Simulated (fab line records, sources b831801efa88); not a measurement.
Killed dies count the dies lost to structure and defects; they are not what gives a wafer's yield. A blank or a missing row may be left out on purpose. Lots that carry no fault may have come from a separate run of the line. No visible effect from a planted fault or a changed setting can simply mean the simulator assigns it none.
Comparing a struck lot with a sound one ; flow sky130 ; 16 steps out of a route of 708
Sound: these wafers, L626.4, L626.5, L626.6. Struck: wafer L640.6. (L640.4, L640.5 of the same lot were not struck and are left out.) The cause comes at the end.
For every step that has rows: the tool of each side, followed by ch and its chambers, followed by its first start. Under that, the readings that differ: sound wafers ; struck wafers ; difference of the means ; sigmas: that difference in standard deviations of wafers without a fault.
alike: words and numbers the same on both sides, and readings whose means are apart by under 2 such deviations; not compared: readings that were withheld, readings missing a value for some wafer, numbers with overlapping values and no deviation given by the record, and bounds like >300 which may hide the same value.
Wherever a step has rows on one side only, a row that says differs or no value, or a row with sigmas, the two part there. Non-overlapping numbers with no deviation appear without sigmas and do not part them. A reading that every wafer of one side lacks parts them only if that side has two wafers or more.

first, 3 steps without rows for these wafers: SKY_METAL2_EXPOSE_12 (exposes mask MM2, target cd 140 nm); SKY_METAL2_PEB_13; SKY_METAL2_DEVELOP_14 (develop time 60 s).
SKY_METAL2_CD_MEAS_15: the cd target is 140 nm.
  sound on cd sem-01 at day 37 14:24; struck on cd sem-02 at day 41 04:57
  alike: cd nm
SKY_METAL2_OVL_MEAS_16:
  sound on overlay-01 at day 37 14:28; struck on overlay-01 at day 41 05:01
  alike: METAL2_OVL
SKY_METAL2_DESCUM_17: chemistry O2, time 8 s.
  sound on rie metal-04 ch 0,1, day 37 14:30; struck on rie metal-04 ch 1, day 41 05:03
  alike: chamber pressure mTorr, drypump motor current A, oes product au
  not compared: rf hours counter h
SKY_METAL2_ETCH_18: etches BARC in N2/H2, stops on SiO2, time 45.9 s, target depth 60 nm.
  sound on rie metal-04 ch 0,1, day 37 14:32; struck on rie metal-04 ch 1, day 41 05:06
reading;sound;struck;difference;sigmas
chamber pressure mTorr (mTorr);30.036 29.998 29.986;30.099;+0.092;+3
  alike: bias w, drypump motor current A, oes product au, throttle valve pct
  not compared: rf hours counter h
SKY_METAL2_METAL_ETCH_19: etches the open film in Cl2/BCl3, stops on SiO2, target depth 360 nm, time 78 s.
  sound on rie metal-04 ch 0,1, day 37 14:37; struck on rie metal-04 ch 1, day 41 05:10
reading;sound;struck;difference;sigmas
oes product au (a.u.);0.869 0.842 0.853;0.843;-0.012;-2
  alike: bias w, chamber pressure mTorr, drypump motor current A, throttle valve pct
  not compared: rf hours counter h
SKY_METAL2_STRIP_20: strips in O2/N2.
  sound on plasma asher-02 ch 0,1, day 37 14:43; struck on plasma asher-01 ch 0, day 41 05:16
  alike: chamber pressure mTorr, drypump motor current A, oes product au, strip time to endpoint s
  not compared: rf hours counter h
then, 3 steps without rows for these wafers: SKY_METAL2_STRIP_21 (strips in post etch residue remover, time 1200 s); SKY_METAL2_CLEAN_22 (cleans in IPA, time 180 s); SKY_METAL2_CLEAN_23 (cleans in O3/DIW).
SKY_VIA2_HDPCVD_00: deposits SiO2, target thk 1180 nm, time 196.7 s.
  sound on hdpcvd-02 ch 0,1,2, day 37 15:20; struck on hdpcvd-02 ch 1, day 41 05:53
reading;sound;struck;difference;sigmas
sih4 flow sccm (sccm);59.99 60.19 59.92;89.81;+29.78;+99 or more
model.SiO2_of_VIA2_HDPCVD_00.thk nm (nm);1175 1173 1202;1758;+575;
SKY_VIA2_THK_MEAS_01:
  sound on film metro-02 at day 37 15:25; struck on film metro-02 at day 41 05:59
reading;sound;struck;difference;sigmas
VIA2_HDPCVD_THK (nm);1175 1173 1203;1757;+573;+48
SKY_VIA2_CMP_02: polishes SiO2.
  sound on cmp-01 ch 0,2,3, day 37 15:33; struck on cmp-01 ch 1, day 41 06:10
  alike: head pressure psi, motor current A
-- the record jumps here: 9 days lie between the struck wafers' starts before and after (it left off in module VIA2 and takes up again in module PAD_OPEN, whose first step shown is number 708 of the route) --
SKY_PAD_OPEN_PROBE_99:
  sound on prober-01 at day 47 15:36; struck on prober-02 at day 50 08:45
  alike: defect limited yield, killed_at_M0_to_M3, killed_at_M4_up, killed at contacts, killed at front end, killed at other, killed dies, killed open, killed short, sort_bin_3_pad_short, sort_bin_5_function, sort_bin_6_memory, sort n pass, sort yield pct

## WHERE THEY PART
First at SKY_METAL2_ETCH_18; last, within this record, at SKY_VIA2_THK_MEAS_01. Later steps at which nothing parts them and some readings are alike: SKY_VIA2_CMP_02, SKY_PAD_OPEN_PROBE_99.

WHY: whatever the simulator had introduced
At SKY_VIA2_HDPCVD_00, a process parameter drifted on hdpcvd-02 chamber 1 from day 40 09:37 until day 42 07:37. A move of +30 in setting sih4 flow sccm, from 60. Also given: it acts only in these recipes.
